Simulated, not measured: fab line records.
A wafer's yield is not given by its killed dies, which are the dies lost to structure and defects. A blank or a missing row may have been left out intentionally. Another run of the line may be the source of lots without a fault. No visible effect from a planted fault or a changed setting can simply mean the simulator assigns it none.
fab line records -- flow gf180mcu
record: lots: 6, wafers: 18, last_day: 33
route steps=602 shown CONTACT@306 M1@315
lots untouched by any fault: they come from a run of this same line in which no faults occurred
start_h: the number of hours between the record's first day and the start of the first shown wafer of the lot -- wait_h: hours elapsed since this lot's preceding step -- " repeats the value in the row above -- L1.1+2: several wafers, shown together as one row -- - no value, or no start given -- * or withheld: withheld -- < > ~ a bound
route shown NAME@n: names a module that has steps shown in the file, with the first one's number in the route -- usual: mean/standard deviation taken from wafers without a fault -- same: alike in all rows -- chamber/n: place in a boat -- sites: readings site by site -- _std_site: their standard deviation -- _edge_site: the outer-site mean with the inner-site mean subtracted -- radius_mm: how far each site lies from the wafer's centre -- mask NAME#n: copy n -- behind: the most recent tool/chamber to have shaped the wafer -- hold: why the lot was held/for how many hours/how that ended -- device: the n, p or np transistor that did not switch -- end of line: tests of these same wafers at the route's end -- a step given without rows: its recipe and nothing more -- killed: dies lost to structure and defects at the first sort, not the wafer's yield -- map: the dies of a wafer, with x for killed, . for not killed, _ for no die there
set.NAME: the run value of the setting; set.NAME@STEP: its run value at that earlier step -- model.NAME: the simulator's own value behind a step, which no gauge read
lots at selected steps of the route; one table per step, one row per wafer
services: from which hour (start_h, from the record's first day; less than 0 if before it) a tool's chamber was out of use, for how many hours, and why
== steps ==
step: GF_CONTACT_CLEAN_19
recipe: chemistry: SPM
step: GF_CONTACT_CLEAN_20
recipe: chemistry: DIW
step: GF_CONTACT_CLEAN_21
recipe: chemistry: dHF, time_s: 20, dilution: 100:1, dry: ipa_marangoni
step: GF_CONTACT_SPUTTER_22
recipe: material: Ti, target_thk_nm: 15, chamber_pressure_pa: 5, power_w: 2500, substrate_temp_c: 200, time_s: 80.02
usual: cathode_dc_power_W: 2500.0/0.43, throttle_valve_pct: 30.1/0.72
lot.wafer,tool,chamber,start_h,wait_h,cathode_dc_power_W,throttle_valve_pct
L572.1,pvd_sputter-02,-,361.92,0.0,2499.9,28.8
L572.2,pvd_sputter-02,-,361.92,0.0,2500.7,31.4
L572.4,pvd_sputter-02,-,361.92,0.0,2500.7,28.9
L578.1,pvd_sputter-02,-,413.96,0.0,2500.3,31.5
L578.5,pvd_sputter-02,-,413.96,0.0,2499.3,28.9
L578.6,pvd_sputter-02,-,413.96,0.0,2500.3,29.7
L583.3,pvd_sputter-01,-,463.07,0.0,2499.7,30.3
L583.4,pvd_sputter-01,-,463.07,0.0,2500.3,30.8
L583.6,pvd_sputter-01,-,463.07,0.0,2499.9,30.8
L586.1,pvd_sputter-04,-,496.81,0.0,2499.7,29.9
L586.4,pvd_sputter-04,-,496.81,0.0,2500.1,30.7
L586.6,pvd_sputter-04,-,496.81,0.0,2499.5,29.6
L588.2,pvd_sputter-04,-,502.55,0.0,2499.2,29.6
L588.3,pvd_sputter-04,-,502.55,0.0,2499.8,30.0
L588.6,pvd_sputter-04,-,502.55,0.0,2499.6,30.0
L590.1,pvd_sputter-01,-,526.65,0.0,2500.2,30.5
L590.3,pvd_sputter-01,-,526.65,0.0,2500.4,31.0
L590.6,pvd_sputter-01,-,526.65,0.0,2499.7,30.9
step: GF_CONTACT_SPUTTER_23
recipe: material: TiN, target_thk_nm: 10, chamber_pressure_pa: 5, power_w: 4000, time_s: 40
step: GF_CONTACT_CVD_24
recipe: material: W, target_thk_nm: 300, time_s: 90.339, temp_c: 400, pressure_torr: 40
usual: heater_power_w: 838/97
lot.wafer,tool,chamber,start_h,wait_h,heater_power_w
L572.1,cvd_w-02,1,362.02,0.0,975
L572.2,cvd_w-02,0,362.02,0.0,720
L572.4,cvd_w-02,0,362.02,0.0,727
L578.1,cvd_w-02,0,414.06,0.0,729
L578.5,cvd_w-02,0,414.06,0.0,724
L578.6,cvd_w-02,1,414.06,0.0,1000
L583.3,cvd_w-02,1,463.20,0.1,992
L583.4,cvd_w-02,0,463.20,0.1,729
L583.6,cvd_w-02,0,463.20,0.1,718
L586.1,cvd_w-01,1,496.91,0.0,820
L586.4,cvd_w-01,1,496.91,0.0,806
L586.6,cvd_w-01,1,496.91,0.0,793
L588.2,cvd_w-01,1,502.65,0.0,811
L588.3,cvd_w-01,1,502.65,0.0,811
L588.6,cvd_w-01,1,502.65,0.0,800
L590.1,cvd_w-02,1,526.75,0.0,996
L590.3,cvd_w-02,0,526.75,0.0,715
L590.6,cvd_w-02,1,526.75,0.0,964
step: GF_CONTACT_RS_MEAS_25
recipe: thk_meas_gauge: four-point-probe, reads: W_of_CONTACT_CVD_24+TiN_of_CONTACT_SPUTTER_23+Ti_of_CONTACT_SPUTTER_22
usual: CONTACT_W_RS: 0.383/0.0035
lot.wafer,tool,chamber,start_h,wait_h,CONTACT_W_RS[ohm/sq]
L572.1,film_metro-02,-,362.12,0.1,0.387
L572.2,film_metro-02,-,362.12,0.1,0.379
L572.4,film_metro-02,-,362.12,0.1,0.381
L578.1,film_metro-01,-,414.16,0.1,0.384
L578.5,film_metro-01,-,414.16,0.1,0.381
L578.6,film_metro-01,-,414.16,0.1,0.384
L583.3,film_metro-03,-,463.31,0.1,0.385
L583.4,film_metro-03,-,463.31,0.1,0.379
L583.6,film_metro-03,-,463.31,0.1,0.382
L586.1,film_metro-03,-,497.01,0.1,0.379
L586.4,film_metro-03,-,497.01,0.1,0.380
L586.6,film_metro-03,-,497.01,0.1,0.375
L588.2,film_metro-02,-,502.77,0.1,0.385
L588.3,film_metro-02,-,502.77,0.1,0.380
L588.6,film_metro-02,-,502.77,0.1,0.384
L590.1,film_metro-03,-,526.85,0.1,0.379
L590.3,film_metro-03,-,526.85,0.1,0.375
L590.6,film_metro-03,-,526.85,0.1,0.388
step: GF_CONTACT_THK_MEAS_26
recipe: thk_meas_gauge: xrf, reads: W_of_CONTACT_CVD_24
usual: CONTACT_W_THK: 302/5.1
lot.wafer,tool,chamber,start_h,wait_h,CONTACT_W_THK[nm]
L572.1,film_metro-02,-,362.24,0.1,295
L572.2,film_metro-02,-,362.24,0.1,299
L572.4,film_metro-02,-,362.24,0.1,299
L578.1,film_metro-01,-,414.28,0.1,305
L578.5,film_metro-01,-,414.28,0.1,307
L578.6,film_metro-01,-,414.28,0.1,304
L583.3,film_metro-03,-,463.41,0.1,307
L583.4,film_metro-03,-,463.41,0.1,310
L583.6,film_metro-03,-,463.41,0.1,309
L586.1,film_metro-03,-,497.13,0.1,308
L586.4,film_metro-03,-,497.13,0.1,310
L586.6,film_metro-03,-,497.13,0.1,311
L588.2,film_metro-02,-,502.88,0.1,295
L588.3,film_metro-02,-,502.88,0.1,301
L588.6,film_metro-02,-,502.88,0.1,299
L590.1,film_metro-03,-,526.97,0.1,308
L590.3,film_metro-03,-,526.97,0.1,309
L590.6,film_metro-03,-,526.97,0.1,301
step: GF_CONTACT_CMP_27
recipe: stop_on: SiO2, down_force_psi: 3.5, platen_rpm: 60, t_overpolish_s: 15, target_thk_nm: 0, pad_velocity_m_s: 0.94248
usual: motor_current_A: 11.0/1.6, overpolish_run_s: 15.000/0.0088, slurry_filter_dp_kPa: 13.49/0.13, time_to_endpoint_s: 73/3.7
lot.wafer,tool,chamber,start_h,wait_h,motor_current_A,overpolish_run_s,slurry_filter_dp_kPa,time_to_endpoint_s
L572.4,cmp-02,3,362.35,0.1,8.5,15.003,13.47,71
L572.2,cmp-02,0,362.35,0.1,9.9,15.002,13.38,74
L572.1,cmp-02,1,362.35,0.1,11.2,15.007,13.43,71
L578.1,cmp-01,3,414.34,0.1,12.9,14.983,13.27,74
L578.6,cmp-01,3,414.34,0.1,13.1,14.986,13.41,76
L578.5,cmp-01,0,414.34,0.1,10.0,15.006,13.52,73
L583.4,cmp-01,1,463.45,0.0,9.4,15.003,13.45,74
L583.3,cmp-01,0,463.45,0.0,9.8,15.015,13.52,72
L583.6,cmp-01,1,463.45,0.0,9.5,15.002,13.46,74
L586.1,cmp-01,3,497.19,0.1,12.5,14.992,13.39,79
L586.4,cmp-01,0,497.19,0.1,10.0,15.002,13.51,74
L586.6,cmp-01,0,497.19,0.1,9.1,14.996,13.59,79
L588.3,cmp-01,0,502.93,0.0,10.4,14.995,13.45,77
L588.2,cmp-01,2,502.93,0.0,12.0,15.010,13.71,71
L588.6,cmp-01,1,502.93,0.0,9.4,15.009,13.57,74
L590.3,cmp-01,3,527.08,0.1,13.3,14.988,13.49,81
L590.1,cmp-01,0,527.08,0.1,10.4,14.999,13.49,76
L590.6,cmp-01,2,527.08,0.1,12.7,15.015,13.45,72
step: GF_M1_SPUTTER_00
recipe: material: Ti, target_thk_nm: 37.5, arriving_ion_energy_ev: 80, substrate_temp_c: 200, chamber_pressure_pa: 2, power_w: 4000, time_s: 150
step: GF_M1_SPUTTER_01
recipe: material: TiN, target_thk_nm: 30, power_w: 6500, time_s: 25, chamber_pressure_pa: 0.4
usual: cathode_dc_power_W: 6500.1/1.1, throttle_valve_pct: 29.9/0.82
lot.wafer,tool,chamber,start_h,wait_h,cathode_dc_power_W,throttle_valve_pct
L572.1,pvd_sputter-04,-,362.70,0.1,6499.3,30.1
L572.2,pvd_sputter-04,-,362.70,0.1,6500.1,30.8
L572.4,pvd_sputter-04,-,362.70,0.1,6498.6,29.7
L578.1,pvd_sputter-04,-,414.74,0.1,6499.8,29.9
L578.5,pvd_sputter-04,-,414.74,0.1,6499.6,30.5
L578.6,pvd_sputter-04,-,414.74,0.1,6498.6,30.0
L583.3,pvd_sputter-02,-,463.85,0.1,6498.0,29.2
L583.4,pvd_sputter-02,-,463.85,0.1,6500.2,31.5
L583.6,pvd_sputter-02,-,463.85,0.1,6499.8,28.7
L586.1,pvd_sputter-02,-,497.59,0.1,6500.4,29.6
L586.4,pvd_sputter-02,-,497.59,0.1,6500.6,28.9
L586.6,pvd_sputter-02,-,497.59,0.1,6498.8,29.1
L588.2,pvd_sputter-02,-,503.33,0.1,6500.0,29.7
L588.3,pvd_sputter-02,-,503.33,0.1,6499.3,29.4
L588.6,pvd_sputter-02,-,503.33,0.1,6501.4,31.2
L590.1,pvd_sputter-02,-,527.43,0.1,6501.2,29.0
L590.3,pvd_sputter-02,-,527.43,0.1,6499.8,29.6
L590.6,pvd_sputter-02,-,527.43,0.1,6500.9,28.8
step: GF_M1_SPUTTER_02
recipe: material: AlCu, target_thk_nm: 450, power_w: 10600, time_s: 23.9, chamber_pressure_pa: 0.4
step: GF_M1_SPUTTER_03
recipe: material: Ti, target_thk_nm: 10, substrate_temp_c: 300, chamber_pressure_pa: 0.3, power_w: 3000, time_s: 6.7
usual: cathode_dc_power_W: 3000.1/0.53, throttle_valve_pct: 29.9/0.82
lot.wafer,tool,chamber,start_h,wait_h,cathode_dc_power_W,throttle_valve_pct,model.Ti_of_M1_SPUTTER_03.thk_nm
L572.1,pvd_sputter-04,-,362.76,0.0,2999.6,30.1,10.01
L572.2,pvd_sputter-04,-,362.76,0.0,3000.3,30.8,10.14
L572.4,pvd_sputter-04,-,362.76,0.0,3000.5,29.9,10.17
L578.1,pvd_sputter-04,-,414.80,0.0,2999.3,30.3,10.06
L578.5,pvd_sputter-04,-,414.80,0.0,3000.8,30.3,10.01
L578.6,pvd_sputter-04,-,414.80,0.0,2999.1,30.0,9.988
L583.3,pvd_sputter-02,-,463.91,0.0,2999.8,29.1,9.98
L583.4,pvd_sputter-02,-,463.91,0.0,3000.2,31.5,9.937
L583.6,pvd_sputter-02,-,463.91,0.0,2999.4,28.6,10.2
L586.1,pvd_sputter-02,-,497.65,0.0,2999.9,29.7,10.1
L586.4,pvd_sputter-02,-,497.65,0.0,3000.1,28.7,10.32
L586.6,pvd_sputter-02,-,497.65,0.0,3000.6,29.2,10.07
L588.2,pvd_sputter-02,-,503.39,0.0,3113.5,29.6,10.32
L588.3,pvd_sputter-02,-,503.39,0.0,3112.9,29.2,10.44
L588.6,pvd_sputter-02,-,503.39,0.0,3113.6,31.3,10.36
L590.1,pvd_sputter-02,-,527.49,0.0,3112.6,29.1,10.57
L590.3,pvd_sputter-02,-,527.49,0.0,3113.0,29.8,10.53
L590.6,pvd_sputter-02,-,527.49,0.0,3113.2,28.6,10.66
step: GF_M1_SPUTTER_04
recipe: material: TiN, target_thk_nm: 50, power_w: 6500, time_s: 41.7, chamber_pressure_pa: 0.4
usual: cathode_dc_power_W: 6500.1/1.2, throttle_valve_pct: 29.9/0.83
lot.wafer,tool,chamber,start_h,wait_h,cathode_dc_power_W,throttle_valve_pct
L572.1,pvd_sputter-04,-,362.78,0.0,6498.6,30.4
L572.2,pvd_sputter-04,-,362.78,0.0,6499.4,30.5
L572.4,pvd_sputter-04,-,362.78,0.0,6501.3,29.9
L578.1,pvd_sputter-04,-,414.82,0.0,6503.0,30.1
L578.5,pvd_sputter-04,-,414.82,0.0,6499.4,30.3
L578.6,pvd_sputter-04,-,414.82,0.0,6499.7,29.9
L583.3,pvd_sputter-02,-,463.93,0.0,6499.7,29.2
L583.4,pvd_sputter-02,-,463.93,0.0,6499.9,31.7
L583.6,pvd_sputter-02,-,463.93,0.0,6501.7,28.9
L586.1,pvd_sputter-02,-,497.67,0.0,6500.5,29.5
L586.4,pvd_sputter-02,-,497.67,0.0,6499.2,28.8
L586.6,pvd_sputter-02,-,497.67,0.0,6498.6,29.2
L588.2,pvd_sputter-02,-,503.41,0.0,6499.9,29.7
L588.3,pvd_sputter-02,-,503.41,0.0,6499.8,28.9
L588.6,pvd_sputter-02,-,503.41,0.0,6501.2,31.4
L590.1,pvd_sputter-02,-,527.51,0.0,6498.5,29.1
L590.3,pvd_sputter-02,-,527.51,0.0,6499.4,29.7
L590.6,pvd_sputter-02,-,527.51,0.0,6500.2,28.7
== services ==
tool,chamber,start_h,hours,kind
cmp-01,-,365.15,2.2,repair
cvd_w-02,1,381.68,9.3,repair
cvd_w-01,-,390.00,14.0,pm
cvd_w-01,0,390.00,14.0,vent_cycle
cvd_w-01,1,390.00,14.0,vent_cycle
cmp-02,-,398.10,1.0,repair
cmp-01,-,401.28,3.4,pm
cvd_w-01,0,404.00,-,clean
cvd_w-01,1,404.00,-,clean
cmp-01,-,404.67,4.0,pm
cmp-01,-,408.67,-,consumable_replace:conditioner
cmp-01,-,408.67,-,consumable_replace:pad
cvd_w-01,-,422.76,0.8,repair
cmp-02,-,425.55,4.1,pm
pvd_sputter-01,1,431.72,-,consumable_replace:kit
pvd_sputter-01,1,431.72,18.0,scheduled_down
pvd_sputter-01,1,431.72,18.0,vent_cycle
pvd_sputter-02,-,450.80,2.4,repair
cvd_w-01,-,457.56,0.3,repair
cvd_w-02,0,466.40,4.1,repair
pvd_sputter-02,0,475.42,-,consumable_replace:kit
pvd_sputter-02,0,475.42,18.0,scheduled_down
pvd_sputter-02,0,475.42,18.0,vent_cycle
cmp-01,-,485.57,0.7,repair
== key ==
first_sign: step: GF_M1_SPUTTER_03, reading: cathode_dc_power_W, direction: up, sigmas: 99+, usual: 3000.1, struck: 3113.1
effect none on later readings
model_effect: step: GF_M1_SPUTTER_03, value: Ti_of_M1_SPUTTER_03.thk_nm, without: 10.11, struck: 10.48
met_at GF_M1_SPUTTER_03
struck_wafers L588.2,L588.3,L588.6,L590.1,L590.3,L590.6
onset_between 497.65 503.39
fault: kind: process_parameter_drift, tool: pvd_sputter-02, chamber: -, onset_h: 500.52, steps: GF_M1_SPUTTER_03, channel: power_w, offset: 113.09, shape: step, end_h: 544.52, acts_in: these_recipes_only, stated: 3000
